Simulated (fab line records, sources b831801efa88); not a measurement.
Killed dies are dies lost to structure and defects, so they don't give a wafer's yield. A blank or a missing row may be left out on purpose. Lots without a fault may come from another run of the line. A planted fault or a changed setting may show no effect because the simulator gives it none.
fab line records | flow sky130
record lots=6 wafers=18 last_day=51
route steps=708 shown LOCAL_INTERCONNECT@398 CONTACT@406 PAD_OPEN@708
lots that met no fault: from a run of the same line without faults
start_h: hours from the record's first day to the start of the lot's first wafer shown | wait_h: hours since the lot's step before | " the same as in the row above | L1.1+2: a row that stands for several wafers | - no value, or no start given | * or withheld: withheld | < > ~ a bound
route shown NAME@n: a module of which the file shows steps, and the number in the route of the first | usual: mean/standard deviation of fault-free wafers | same: alike in all rows | chamber/n: place in a boat | sites: the reading at each site | _std_site: their standard deviation | _edge_site: outer sites' mean less inner sites' | radius_mm: how far each site lies from the wafer's centre | mask NAME#n: copy n | behind: the tool/chamber that last shaped the wafer | hold: why the lot was held/for how many hours/how that ended | device: the transistor (n, p or np) that didn't switch | end of line: the same wafers' tests at the end of the route | a step without rows: its recipe alone | killed: dies lost to structure and defects at the first sort, not the wafer's yield | map: a wafer's dies, x killed, . not, _ none there
set.NAME: the setting as run; set.NAME@STEP: as run at that earlier step | model.NAME: the simulator's own value behind a step, which no gauge read
lots at some steps of the route; a table a step, a row a wafer
services: from which hour (start_h, from the record's first day; less than 0 if before it) a tool's chamber was out of use, for how many hours, and why
## steps
# step SKY_LOCAL_INTERCONNECT_CD_MEAS_11
# recipe target_cd_nm=170
# usual cd_nm=170.6/1.5
# columns lot.wafer tool chamber start_h wait_h cd_nm
L678.2 cd_sem-02 - 751.39 - 170.9
L678.5 " - " " 170.4
L678.6 " - " " 171.1
L683.1 cd_sem-01 - 803.58 - 172.2
L683.2 " - " " 171.5
L683.5 " - " " 172.6
L685.3 cd_sem-02 - 809.67 - 172.5
L685.4 " - " " 170.9
L685.5 " - " " 171.2
L692.4 cd_sem-02 - 882.36 - 170.4
L692.5 " - " " 169.6
L692.6 " - " " 170.5
L693.1 cd_sem-01 - 885.42 - 171.1
L693.3 " - " " 171.8
L693.5 " - " " 170.7
L694.1 cd_sem-01 - 892.13 - 170.6
L694.2 " - " " 171.4
L694.3 " - " " 170.7
# step SKY_LOCAL_INTERCONNECT_OVL_MEAS_12
# usual LOCAL_INTERCONNECT_OVL=1/4.6
# columns lot.wafer tool chamber start_h wait_h LOCAL_INTERCONNECT_OVL[nm]
L678.2 overlay-02 - 751.50 0.1 0
L678.5 " - " " 1
L678.6 " - " " 4
L683.1 overlay-01 - 803.70 0.1 13
L683.2 " - " " 7
L683.5 " - " " 3
L685.3 overlay-02 - 809.76 0.1 1
L685.4 " - " " 0
L685.5 " - " " 9
L692.4 overlay-02 - 882.44 0.1 -2
L692.5 " - " " -3
L692.6 " - " " 5
L693.1 overlay-02 - 885.54 0.1 6
L693.3 " - " " 3
L693.5 " - " " 3
L694.1 overlay-02 - 892.25 0.1 5
L694.2 " - " " 3
L694.3 " - " " 1
# step SKY_LOCAL_INTERCONNECT_ETCH_13
# recipe chemistry=N2/H2 target=BARC ion_energy_ev=200 bias_w=100 pressure_mtorr=30 n2_flow_sccm=100 h2_flow_sccm=200 icp_w=500 stop_on=SiO2 time_s=45.9 target_depth_a=600
# usual drypump_motor_current_A=5.5/0.47 oes_product_au=0.854/0.0043 throttle_valve_pct=13.226/0.0091
# columns lot.wafer tool chamber start_h wait_h drypump_motor_current_A oes_product_au rf_hours_counter_h throttle_valve_pct
L678.2 rie_metal-02 0 751.53 0.0 6.0 0.850 13 13.232
L678.5 " 1 " " 5.3 0.854 - 13.244
L678.6 " 0 " " 6.0 0.850 - 13.222
L683.1 rie_metal-01 1 803.73 0.0 6.1 0.855 5 13.226
L683.2 " 0 " " 5.1 0.850 0 13.232
L683.5 " 1 " " 6.1 0.848 - 13.219
L685.3 rie_metal-01 0 809.81 0.0 5.1 0.857 - 13.245
L685.4 " 1 " " 6.2 0.849 - 13.216
L685.5 " 1 " " 6.1 0.860 - 13.230
L692.4 rie_metal-01 0 882.48 0.0 5.1 0.860 - 13.227
L692.5 " 1 " " 6.1 0.854 - 13.224
L692.6 " 0 " " 5.1 0.854 - 13.217
L693.1 rie_metal-04 0 885.58 0.0 5.8 0.855 14 13.232
L693.3 " 0 " " 5.9 0.853 - 13.221
L693.5 " 1 " " 4.8 0.854 - 13.223
L694.1 rie_metal-02 1 892.28 0.0 5.3 0.862 5 13.222
L694.2 " 1 " " 5.3 0.856 - 13.216
L694.3 " 1 " " 5.3 0.855 - 13.219
# step SKY_LOCAL_INTERCONNECT_METAL_ETCH_14
# recipe target_depth_nm=110 stop_on=PSG chemistry=Cl2/BCl3 target=TiN resist_sidewall_deg=88 pressure_mtorr=10 icp_w=900 bias_w=48.5 Cl2_flow_sccm=60 bcl3_flow_sccm=30 time_s=31.4
# usual bcl3_flow_sccm=29.97/0.08 drypump_motor_current_A=5.5/0.47 oes_product_au=0.938/0.0077 throttle_valve_pct=21.903/0.0093
# columns lot.wafer tool chamber start_h wait_h bcl3_flow_sccm drypump_motor_current_A oes_product_au rf_hours_counter_h throttle_valve_pct
L678.2 rie_metal-02 0 751.59 0.0 29.97 6.0 0.932 13 21.916
L678.5 " 1 " " 29.93 5.3 0.924 - 21.919
L678.6 " 0 " " 29.98 6.0 0.928 - 21.899
L683.1 rie_metal-01 1 803.82 0.1 30.04 6.1 0.939 5 21.901
L683.2 " 0 " " 30.07 5.1 0.936 0 21.894
L683.5 " 1 " " 30.12 6.2 0.941 - 21.906
L685.3 rie_metal-01 0 809.89 0.1 29.88 5.1 0.934 - 21.910
L685.4 " 1 " " 30.10 6.1 0.937 - 21.897
L685.5 " 1 " " 30.06 6.1 0.931 - 21.901
L692.4 rie_metal-01 0 882.54 0.0 30.01 5.1 0.921 - 21.904
L692.5 " 1 " " 29.92 6.1 0.940 - 21.911
L692.6 " 0 " " 29.95 5.1 0.928 - 21.902
L693.1 rie_metal-04 0 885.64 0.0 29.97 5.9 0.936 14 21.904
L693.3 " 0 " " 29.96 5.8 0.926 - 21.921
L693.5 " 1 " " 30.02 4.7 0.937 - 21.899
L694.1 rie_metal-02 1 892.41 0.1 29.90 5.3 0.928 5 21.904
L694.2 " 1 " " 29.93 5.3 0.948 - 21.895
L694.3 " 1 " " 29.93 5.3 0.938 - 21.898
# step SKY_LOCAL_INTERCONNECT_STRIP_15
# recipe chemistry=O2/N2 power_w=1400 pressure_mtorr=1500 platen_temp_c=withheld o2_flow_sccm=3000 n2_flow_sccm=300 overash_fraction=0.5
# usual drypump_motor_current_A=5.3/0.5 oes_product_au=0.427/0.0051 strip_time_to_endpoint_s=4.719/0.019
# columns lot.wafer tool chamber start_h wait_h drypump_motor_current_A oes_product_au rf_hours_counter_h strip_time_to_endpoint_s
L678.2 plasma_asher-04 1 751.64 0.0 4.8 0.425 31 4.765
L678.5 " 0 " " 5.2 0.421 - 4.748
L678.6 " 1 " " 4.8 0.434 - 4.735
L683.1 plasma_asher-04 1 803.88 0.0 4.9 0.429 36 4.723
L683.2 " 0 " " 5.2 0.424 36 4.716
L683.5 " 1 " " 4.9 0.430 - 4.685
L685.3 plasma_asher-01 1 809.97 0.1 4.8 0.426 - 4.723
L685.4 " 0 " " 5.7 0.435 - 4.694
L685.5 " 0 " " 5.7 0.425 - 4.700
L692.4 plasma_asher-01 1 882.61 0.1 4.8 0.423 - 4.719
L692.5 " 0 " " 5.6 0.431 - 4.734
L692.6 " 1 " " 4.8 0.443 - 4.738
L693.1 plasma_asher-04 0 885.69 0.0 5.2 0.428 44 4.723
L693.3 " 0 " " 5.2 0.415 - 4.691
L693.5 " 1 " " 4.9 0.420 - 4.702
L694.1 plasma_asher-03 0 892.51 0.1 6.3 0.425 15 4.688
L694.2 " 1 " " 5.8 0.430 15 4.700
L694.3 " 0 " " 6.3 0.422 - 4.728
# step SKY_LOCAL_INTERCONNECT_STRIP_16
# recipe chemistry=post_etch_residue_remover time_s=1200 temp_c=72.5
# step SKY_LOCAL_INTERCONNECT_CLEAN_17
# recipe chemistry=IPA time_s=180 temp_c=25
# step SKY_LOCAL_INTERCONNECT_CLEAN_18
# recipe chemistry=O3/DIW dry=n2_spin
# step SKY_CONTACT_CVD_00
# recipe material=Si3N4 target_thk_nm=75 temp_c=400 time_s=withheld rf_w=450
# usual heater_power_outer_w=414/73 heater_power_w=692/110
# columns lot.wafer tool chamber start_h wait_h heater_power_outer_w heater_power_w
L678.2 pecvd-02 2 752.27 0.0 377 641
L678.5 " 1 " " 412 739
L678.6 " 0 " " 372 640
L683.1 pecvd-02 2 804.48 0.0 375 650
L683.2 " 1 " " 411 768
L683.5 " 0 " " 450 725
L685.3 pecvd-04 0 810.57 0.0 309 561
L685.4 " 1 " " 387 589
L685.5 " 0 " " 307 529
L692.4 pecvd-01 0 883.19 0.0 490 800
L692.5 " 2 " " 413 646
L692.6 " 1 " " 421 648
L693.1 pecvd-04 2 886.33 0.0 540 887
L693.3 " 0 " " 315 551
L693.5 " 2 " " 554 895
L694.1 pecvd-02 0 893.15 0.0 470 758
L694.2 " 2 " " 370 641
L694.3 " 1 " " 414 763
# step SKY_CONTACT_THK_MEAS_01
# recipe reads=Si3N4_of_CONTACT_CVD_00
# usual CONTACT_CVD_00_THK=75.0/0.99
# columns lot.wafer tool chamber start_h wait_h CONTACT_CVD_00_THK[nm]
L678.2 film_metro-02 - 752.32 - 75.2
L678.5 " - " " 76.0
L678.6 " - " " 77.0
L683.1 film_metro-03 - 804.51 - 73.7
L683.2 " - " " 74.3
L683.5 " - " " 75.8
L685.3 film_metro-03 - 810.62 - 74.2
L685.4 " - " " 74.3
L685.5 " - " " 74.8
L692.4 film_metro-03 - 883.24 - 74.3
L692.5 " - " " 76.5
L692.6 " - " " 76.3
L693.1 film_metro-01 - 886.36 - 74.9
L693.3 " - " " 74.8
L693.5 " - " " 76.4
L694.1 film_metro-03 - 893.18 - 75.3
L694.2 " - " " 73.9
L694.3 " - " " 73.9
# step SKY_CONTACT_HDPCVD_02
# recipe material=SiO2 target_thk_nm=565 sigma_open_frac=0.3 time_s=94.2 temp_c=600 sih4_flow_sccm=60 pressure_mtorr=6
# step SKY_CONTACT_THK_MEAS_03
# recipe reads=SiO2_of_CONTACT_HDPCVD_02
# usual CONTACT_HDPCVD_THK=570/6.6
# columns lot.wafer tool chamber start_h wait_h CONTACT_HDPCVD_THK[nm]
L678.2 film_metro-01 - 752.45 0.0 559
L678.5 " - " " 558
L678.6 " - " " 559
L683.1 film_metro-01 - 804.64 0.0 572
L683.2 " - " " 575
L683.5 " - " " 570
L685.3 film_metro-01 - 810.75 0.1 569
L685.4 " - " " 581
L685.5 " - " " 572
L692.4 film_metro-02 - 883.36 0.0 568
L692.5 " - " " 574
L692.6 " - " " 565
L693.1 film_metro-03 - 886.49 0.0 559
L693.3 " - " " 560
L693.5 " - " " 565
L694.1 film_metro-01 - 893.31 0.0 579
L694.2 " - " " 570
L694.3 " - " " 580
# step SKY_CONTACT_CMP_04
# recipe material=SiO2 down_force_psi=4 platen_rpm=60 pad_velocity_m_s=0.94248
# usual head_pressure_psi=4.002/0.0095 motor_current_A=12.2/1.9 slurry_flow_ml_min=150.0/0.46 time_to_endpoint_s=83/4.5
# columns lot.wafer tool chamber start_h wait_h head_pressure_psi motor_current_A slurry_flow_ml_min time_to_endpoint_s
L678.2 cmp-01 3 752.60 0.1 3.994 10.0 149.6 77
L678.5 " 1 " " 4.008 13.7 149.6 82
L678.6 " 2 " " 4.009 15.3 151.1 78
L683.1 cmp-02 1 804.80 0.1 3.504 12.4 149.6 94
L683.2 " 2 " " 3.510 10.9 150.3 94
L683.5 " 0 " " 3.508 10.3 150.3 95
L685.4 cmp-02 2 810.79 0.0 3.517 10.7 150.0 99
L685.3 " 0 " " 3.500 10.0 149.7 97
L685.5 " 3 " " 3.496 10.2 149.1 95
L692.4 cmp-01 1 883.70 0.3 4.011 12.8 149.5 86
L692.6 " 2 " " 3.997 16.0 149.6 78
L692.5 " 3 " " 4.010 9.4 149.5 83
L693.3 cmp-01 3 886.60 0.1 4.005 9.8 149.4 75
L693.1 " 0 " " 4.010 12.1 150.2 74
L693.5 " 3 " " 4.002 9.9 148.8 74
L694.3 cmp-02 0 893.37 0.0 4.011 10.9 151.3 91
L694.1 " 1 " " 3.995 13.8 149.4 88
L694.2 " 3 " " 4.014 11.1 149.2 88
# step SKY_CONTACT_BOW_MEAS_05
# recipe mode=bow
# usual CONTACT_BOW=84/7.9
# columns lot.wafer tool chamber start_h wait_h CONTACT_BOW[um]
L678.2 film_metro-01 - 752.82 0.2 83
L678.5 " - " " 85
L678.6 " - " " 83
L683.1 film_metro-03 - 805.00 0.1 85
L683.2 " - " " 84
L683.5 " - " " 79
L685.3 film_metro-03 - 811.13 0.2 91
L685.4 " - " " 89
L685.5 " - " " 78
L692.4 film_metro-02 - 883.91 0.2 95
L692.5 " - " " 84
L692.6 " - " " 84
L693.1 film_metro-01 - 886.85 0.1 93
L693.3 " - " " 89
L693.5 " - " " 92
L694.1 film_metro-02 - 893.67 0.2 80
L694.2 " - " " 86
L694.3 " - " " 84
# step SKY_PAD_OPEN_PROBE_99
# usual killed_at_M0_to_M3=44/7.4 killed_at_M4_up=3.1/1.8 killed_at_contacts=25/6 killed_at_front_end=15/4.4 killed_at_other=0.3/0.49 killed_dies=88/10 killed_open=48/7.4 killed_short=39/6.3
# same gross_dies=492 killed_at_back_side=0
# columns lot.wafer tool chamber start_h wait_h killed_at_M0_to_M3 killed_at_M4_up killed_at_contacts killed_at_front_end killed_at_other killed_dies killed_open killed_short
L678.2 prober-02 - 1113.22 0.1 47 4 10 17 0 78 48 30
L678.5 prober-02 - 1113.37 0.2 57 1 25 9 1 93 49 43
L678.6 prober-02 - 1113.42 0.2 43 2 35 12 0 92 53 39
L683.1 prober-01 - 1154.17 0.1 58 3 18 23 0 102 61 41
L683.2 prober-01 - 1154.22 0.1 39 6 22 12 0 79 42 37
L683.5 prober-01 - 1154.37 0.2 38 3 13 11 0 65 31 34
L685.3 prober-02 - 1156.31 0.2 61 6 23 21 0 111 63 45
L685.4 prober-02 - 1156.36 0.2 50 6 22 19 0 97 48 49
L685.5 prober-02 - 1156.41 0.2 45 5 26 16 0 92 48 44
L692.4 prober-01 - 1207.27 0.2 31 1 25 18 0 75 40 35
L692.5 prober-01 - 1207.32 0.2 48 3 19 15 1 86 49 37
L692.6 prober-01 - 1207.37 0.2 33 4 33 13 1 84 47 37
L693.1 prober-02 - 1207.81 0.1 42 4 19 16 0 81 46 35
L693.3 prober-02 - 1207.91 0.2 48 5 15 15 1 84 49 35
L693.5 prober-02 - 1208.01 0.2 37 2 28 15 0 82 54 28
L694.1 prober-02 - 1213.25 0.1 36 2 26 17 1 82 41 41
L694.2 prober-02 - 1213.30 0.1 41 4 24 8 2 79 41 38
L694.3 prober-02 - 1213.35 0.2 31 2 15 20 0 68 35 33
# killed by level:class
L678.2 VIA1:geometric_particle:open=11 VIA3:geometric_particle:open=9 FIELD_ISO:geometric_particle:open=6 METAL2:geometric_particle:short=6 FIELD_ISO:geometric_particle:short=5 POLY_GATE:geometric_particle:open=5 VIA2:geometric_particle:open=5 LI_CONTACT:geometric_particle:open=4
L678.5 VIA1:geometric_particle:open=16 VIA2:geometric_particle:open=10 CONTACT:geometric_particle:open=9 METAL2:geometric_particle:short=7 VIA1:geometric_particle:short=6 LI_CONTACT:geometric_particle:open=5 VIA2:geometric_particle:short=5 LI_CONTACT:geometric_particle:short=4
L678.6 LI_CONTACT:geometric_particle:open=14 VIA3:geometric_particle:open=11 CONTACT:geometric_particle:open=7 VIA1:geometric_particle:open=5 CONTACT:geometric_particle:short=5 VIA2:geometric_particle:open=5 FIELD_ISO:geometric_particle:open=4 LI_CONTACT:geometric_particle:short=4
L683.1 VIA1:geometric_particle:open=12 VIA3:geometric_particle:open=10 METAL2:geometric_particle:short=9 POLY_GATE:geometric_particle:open=7 CONTACT:geometric_particle:open=7 VIA2:geometric_particle:open=7 FIELD_ISO:geometric_particle:open=6 METAL1:geometric_particle:short=6
L683.2 CONTACT:geometric_particle:open=10 FIELD_ISO:geometric_particle:open=6 METAL2:geometric_particle:short=6 LI_CONTACT:geometric_particle:open=5 VIA1:geometric_particle:open=5 VIA1:geometric_particle:short=5 VIA3:geometric_particle:open=5 METAL3:geometric_particle:short=4
L683.5 VIA1:geometric_particle:open=10 VIA3:geometric_particle:open=8 FIELD_ISO:geometric_particle:short=6 METAL1:geometric_particle:short=5 VIA1:geometric_particle:short=5 LI_CONTACT:geometric_particle:open=4 VIA3:geometric_particle:short=4 LOCAL_INTERCONNECT:geometric_particle:short=3
L685.3 VIA1:geometric_particle:open=11 VIA3:geometric_particle:open=10 CONTACT:geometric_particle:open=10 METAL1:geometric_particle:short=10 VIA2:geometric_particle:open=9 POLY_GATE:geometric_particle:open=8 METAL2:geometric_particle:short=7 LI_CONTACT:geometric_particle:open=5
L685.4 VIA1:geometric_particle:open=13 VIA2:geometric_particle:open=10 CONTACT:geometric_particle:open=8 METAL2:geometric_particle:short=8 POLY_GATE:geometric_particle:short=6 LI_CONTACT:geometric_particle:open=6 VIA1:geometric_particle:short=6 CONTACT:geometric_particle:short=5
L685.5 METAL2:geometric_particle:short=10 CONTACT:geometric_particle:open=10 LI_CONTACT:geometric_particle:open=8 METAL1:geometric_particle:short=7 VIA1:geometric_particle:open=7 VIA2:geometric_particle:open=6 FIELD_ISO:geometric_particle:short=4 SPACER:geometric_particle:short=4
L692.4 CONTACT:geometric_particle:open=10 FIELD_ISO:geometric_particle:open=8 CONTACT:geometric_particle:short=7 METAL3:geometric_particle:short=6 LI_CONTACT:geometric_particle:open=5 VIA1:geometric_particle:open=5 METAL1:geometric_particle:short=5 FIELD_ISO:geometric_particle:short=4
L692.5 VIA1:geometric_particle:open=10 METAL1:geometric_particle:short=7 VIA3:geometric_particle:open=7 POLY_GATE:geometric_particle:open=6 VIA2:geometric_particle:open=6 FIELD_ISO:geometric_particle:open=5 VIA2:geometric_particle:short=5 CONTACT:geometric_particle:short=5
L692.6 CONTACT:geometric_particle:open=14 LI_CONTACT:geometric_particle:open=8 METAL2:geometric_particle:short=7 VIA1:geometric_particle:short=6 VIA1:geometric_particle:open=6 VIA2:geometric_particle:open=4 METAL4:geometric_particle:short=4 FIELD_ISO:geometric_particle:open=3
L693.1 VIA1:geometric_particle:open=13 CONTACT:geometric_particle:open=8 VIA2:geometric_particle:short=6 VIA2:geometric_particle:open=5 VIA3:geometric_particle:short=5 POLY_GATE:geometric_particle:open=4 POLY_GATE:geometric_particle:short=4 METAL2:geometric_particle:short=4
L693.3 VIA1:geometric_particle:open=12 VIA3:geometric_particle:open=11 VIA1:geometric_particle:short=6 FIELD_ISO:geometric_particle:short=5 LI_CONTACT:geometric_particle:open=5 VIA2:geometric_particle:open=5 CONTACT:geometric_particle:open=4 METAL1:geometric_particle:short=4
L693.5 CONTACT:geometric_particle:open=11 FIELD_ISO:geometric_particle:open=8 VIA3:geometric_particle:open=8 VIA2:geometric_particle:open=6 LOCAL_INTERCONNECT:geometric_particle:short=5 METAL1:geometric_particle:short=5 VIA1:geometric_particle:open=5 VIA1:geometric_particle:short=5
L694.1 LI_CONTACT:geometric_particle:open=8 VIA2:geometric_particle:open=8 CONTACT:geometric_particle:open=7 VIA1:geometric_particle:open=7 METAL2:geometric_particle:short=6 FIELD_ISO:geometric_particle:short=5 POLY_GATE:geometric_particle:short=5 FIELD_ISO:geometric_particle:open=4
L694.2 CONTACT:geometric_particle:open=8 VIA1:geometric_particle:open=8 LI_CONTACT:geometric_particle:open=6 CONTACT:geometric_particle:short=6 VIA2:geometric_particle:open=6 METAL2:geometric_particle:short=6 VIA1:geometric_particle:short=5 VIA3:geometric_particle:open=5
L694.3 METAL2:geometric_particle:short=7 FIELD_ISO:geometric_particle:open=6 VIA2:geometric_particle:open=6 LI_CONTACT:geometric_particle:open=5 CONTACT:geometric_particle:open=5 POLY_GATE:geometric_particle:short=4 VIA1:geometric_particle:open=4 FIELD_ISO:geometric_particle:short=3
## services
# columns tool chamber start_h hours kind
plasma_asher-03 - 733.75 9.0 pm
pecvd-04 2 736.54 7.1 repair
cmp-01 - 741.06 4.6 pm
cmp-02 - 744.04 4.0 pm
cmp-01 - 747.75 0.6 repair
cmp-02 - 751.67 0.9 repair
cmp-01 - 777.48 1.3 repair
cmp-01 - 780.97 1.6 repair
rie_metal-01 0 782.01 - clean
pecvd-01 - 799.55 0.6 repair
rie_metal-02 0 802.16 16.8 repair
pecvd-01 0 814.24 16.2 repair
cmp-02 - 814.63 1.1 repair
pecvd-04 - 822.47 14.6 pm
rie_metal-02 - 822.78 1.4 pm
cmp-02 - 838.21 3.4 repair
rie_metal-01 1 845.90 17.6 repair
pecvd-01 - 847.68 0.5 repair
rie_metal-02 0 855.72 25.8 repair
plasma_asher-04 - 856.49 1.2 repair
pecvd-01 - 856.90 6.0 pm
cmp-01 - 860.10 0.2 repair
pecvd-04 0 871.22 8.1 repair
rie_metal-04 - 890.70 0.5 repair
## key
first_sign step=SKY_CONTACT_CMP_04 reading=head_pressure_psi direction=down sigmas=52 usual=4.002 struck=3.506
effect step=SKY_CONTACT_CMP_04 reading=time_to_endpoint_s direction=up sigmas=2.8 usual=* struck=*
met_at SKY_CONTACT_CMP_04
struck_wafers L683.1,L683.2,L683.5,L685.3,L685.4,L685.5
tester_left_out L683,L685
fault kind=process_parameter_drift tool=cmp-02 chamber=- onset_h=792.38 steps=SKY_CONTACT_CMP_04 channel=down_force_psi offset=-0.49805 shape=step end_h=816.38 acts_in=these_recipes_only stated=4
# tester_left_out: of these lots the tester's yield and bins aren't shown, on N5 and GAA mostly nor the transistor test; their killed dies are dies lost to structure and defects alone, not to doping, threshold or leakage, so they don't give the yield
